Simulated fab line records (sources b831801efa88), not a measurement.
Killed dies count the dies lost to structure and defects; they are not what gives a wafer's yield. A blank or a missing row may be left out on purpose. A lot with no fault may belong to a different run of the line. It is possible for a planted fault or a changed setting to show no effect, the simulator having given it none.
Check of tool commonality || flow sky130 || Sample size 11 lots and 33 wafers

== REASON FOR OPENING ==
3 of 11 lots carry a flag on the reading VIA1_W_RS at SKY_VIA1_RS_MEAS_22. No-fault wafers: 0.424 ohm/sq, standard deviation 0.0072.
Rule: flag the lot when none of its wafers has a number, or when each of its wafers that has one lies beyond 4 standard deviations from that mean. The rest of the lots are taken to be sound.

{"lot": "L844", "measured": "day 33 22:25", "on": "filmMetro-04", "VIA1_W_RS (ohm/sq), wafer by wafer": "0.421 0.424 0.419", "flag": ""}
{"lot": "L845", "measured": "day 34 01:51", "on": "filmMetro-04", "VIA1_W_RS (ohm/sq), wafer by wafer": "0.418 0.420 0.427", "flag": ""}
{"lot": "L846", "measured": "day 34 07:27", "on": "filmMetro-02", "VIA1_W_RS (ohm/sq), wafer by wafer": "0.413 0.435 0.433", "flag": ""}
{"lot": "L848", "measured": "day 35 01:22", "on": "filmMetro-04", "VIA1_W_RS (ohm/sq), wafer by wafer": "56.271 57.221 57.916", "flag": "FLAGGED"}
{"lot": "L849", "measured": "day 35 18:23", "on": "filmMetro-04", "VIA1_W_RS (ohm/sq), wafer by wafer": "58.396 57.932 58.739", "flag": "FLAGGED"}
{"lot": "L850", "measured": "day 36 07:16", "on": "filmMetro-04", "VIA1_W_RS (ohm/sq), wafer by wafer": "56.528 57.722 58.547", "flag": "FLAGGED"}
{"lot": "L856", "measured": "day 37 18:26", "on": "filmMetro-02", "VIA1_W_RS (ohm/sq), wafer by wafer": "0.425 0.427 0.424", "flag": ""}
{"lot": "L858", "measured": "day 38 14:11", "on": "filmMetro-01", "VIA1_W_RS (ohm/sq), wafer by wafer": "0.422 0.430 0.429", "flag": ""}
{"lot": "L859", "measured": "day 39 05:07", "on": "filmMetro-04", "VIA1_W_RS (ohm/sq), wafer by wafer": "0.418 0.433 0.421", "flag": ""}
{"lot": "L860", "measured": "day 39 10:23", "on": "filmMetro-04", "VIA1_W_RS (ohm/sq), wafer by wafer": "0.433 0.422 0.418", "flag": ""}
{"lot": "L861", "measured": "day 39 14:23", "on": "filmMetro-04", "VIA1_W_RS (ohm/sq), wafer by wafer": "0.418 0.415 0.420", "flag": ""}
Averaged over the flagged lots the numbers come to 57.697 ohm/sq, +57.273 ohm/sq from the usual (+99 or more standard deviations).

== LOT BY LOT: THE TOOL USED ==
2 process steps preceding the reading are held in the record, out of 708 steps in the route. Cell contents, in order: the tool; ch with the chambers the sampled wafers went through; the start.
{"lot": "L844", "flag": "", "SKY_METAL1_STRIP_20": "plasmaAsher-02 ch 0,1, day 32 17:20", "SKY_VIA1_CVD_21": "cvdW-01 ch 0,1, day 33 22:20"}
{"lot": "L845", "flag": "", "SKY_METAL1_STRIP_20": "plasmaAsher-02 ch 0,1, day 32 20:49", "SKY_VIA1_CVD_21": "cvdW-01 ch 0,1, day 34 01:46"}
{"lot": "L846", "flag": "", "SKY_METAL1_STRIP_20": "plasmaAsher-01 ch 0, day 33 02:25", "SKY_VIA1_CVD_21": "cvdW-02 ch 0,1, day 34 07:22"}
{"lot": "L848", "flag": "FLAGGED", "SKY_METAL1_STRIP_20": "plasmaAsher-01 ch 0,1, day 33 20:11", "SKY_VIA1_CVD_21": "cvdW-02 ch 0,1, day 35 01:16"}
{"lot": "L849", "flag": "FLAGGED", "SKY_METAL1_STRIP_20": "plasmaAsher-04 ch 0,1, day 34 13:12", "SKY_VIA1_CVD_21": "cvdW-02 ch 0,1, day 35 18:16"}
{"lot": "L850", "flag": "FLAGGED", "SKY_METAL1_STRIP_20": "plasmaAsher-02 ch 0,1, day 35 02:39", "SKY_VIA1_CVD_21": "cvdW-01 ch 0,1, day 36 07:09"}
{"lot": "L856", "flag": "", "SKY_METAL1_STRIP_20": "plasmaAsher-01 ch 0, day 36 14:59", "SKY_VIA1_CVD_21": "cvdW-02 ch 1, day 37 18:21"}
{"lot": "L858", "flag": "", "SKY_METAL1_STRIP_20": "plasmaAsher-04 ch 0,1, day 37 10:19", "SKY_VIA1_CVD_21": "cvdW-01 ch 0,1, day 38 14:05"}
{"lot": "L859", "flag": "", "SKY_METAL1_STRIP_20": "plasmaAsher-02 ch 0,1, day 38 02:31", "SKY_VIA1_CVD_21": "cvdW-02 ch 0,1, day 39 05:02"}
{"lot": "L860", "flag": "", "SKY_METAL1_STRIP_20": "plasmaAsher-04 ch 0,1, day 38 06:58", "SKY_VIA1_CVD_21": "cvdW-02 ch 0,1, day 39 10:17"}
{"lot": "L861", "flag": "", "SKY_METAL1_STRIP_20": "plasmaAsher-04 ch 0,1, day 38 11:01", "SKY_VIA1_CVD_21": "cvdW-01 ch 0,1, day 39 14:17"}
What these steps do:
- SKY_METAL1_STRIP_20: strips in O2/N2.
- SKY_VIA1_CVD_21: deposits W, target thk 270 nm, time 80.902 s.
- SKY_VIA1_RS_MEAS_22: measures by four-point-probe.

== FLAGGED AGAINST TOTAL, ONE TOOL AT A TIME (gauges that did the reading follow at the end) ==
{"step": "SKY_METAL1_STRIP_20", "tool": "plasmaAsher-01", "lots run": 3, "flagged": 1, "share of the flagged lots": "some", "sound lots run after its first flagged lot": "1 (L856)"}
{"step": "SKY_METAL1_STRIP_20", "tool": "plasmaAsher-02", "lots run": 4, "flagged": 1, "share of the flagged lots": "some", "sound lots run after its first flagged lot": "1 (L859)"}
{"step": "SKY_METAL1_STRIP_20", "tool": "plasmaAsher-04", "lots run": 4, "flagged": 1, "share of the flagged lots": "some", "sound lots run after its first flagged lot": "3 (L858,L860,L861)"}
{"step": "SKY_VIA1_CVD_21", "tool": "cvdW-01", "lots run": 5, "flagged": 1, "share of the flagged lots": "some", "sound lots run after its first flagged lot": "2 (L858,L861)"}
{"step": "SKY_VIA1_CVD_21", "tool": "cvdW-02", "lots run": 6, "flagged": 2, "share of the flagged lots": "some", "sound lots run after its first flagged lot": "3 (L856,L859,L860)"}
{"step": "SKY_VIA1_RS_MEAS_22", "tool": "filmMetro-01", "lots run": 1, "flagged": 0, "share of the flagged lots": "none", "sound lots run after its first flagged lot": "-"}
{"step": "SKY_VIA1_RS_MEAS_22", "tool": "filmMetro-02", "lots run": 2, "flagged": 0, "share of the flagged lots": "none", "sound lots run after its first flagged lot": "-"}
{"step": "SKY_VIA1_RS_MEAS_22", "tool": "filmMetro-04", "lots run": 8, "flagged": 3, "share of the flagged lots": "all", "sound lots run after its first flagged lot": "3 (L859,L860,L861)"}

== WHAT THE TABLE ALLOWS ==
Rows of the table that ran each flagged lot: 1, that is filmMetro-04 at SKY_VIA1_RS_MEAS_22.
- filmMetro-04 at SKY_VIA1_RS_MEAS_22 ran 8 lots, 3 of them flagged. Sound lots followed the first flagged one (L859, L860, L861) on it, something a lasting fault affecting the whole tool could not allow.
No row of the table ran every flagged lot and no sound lot after the first.

== WHAT THE SIMULATOR PUT IN ==
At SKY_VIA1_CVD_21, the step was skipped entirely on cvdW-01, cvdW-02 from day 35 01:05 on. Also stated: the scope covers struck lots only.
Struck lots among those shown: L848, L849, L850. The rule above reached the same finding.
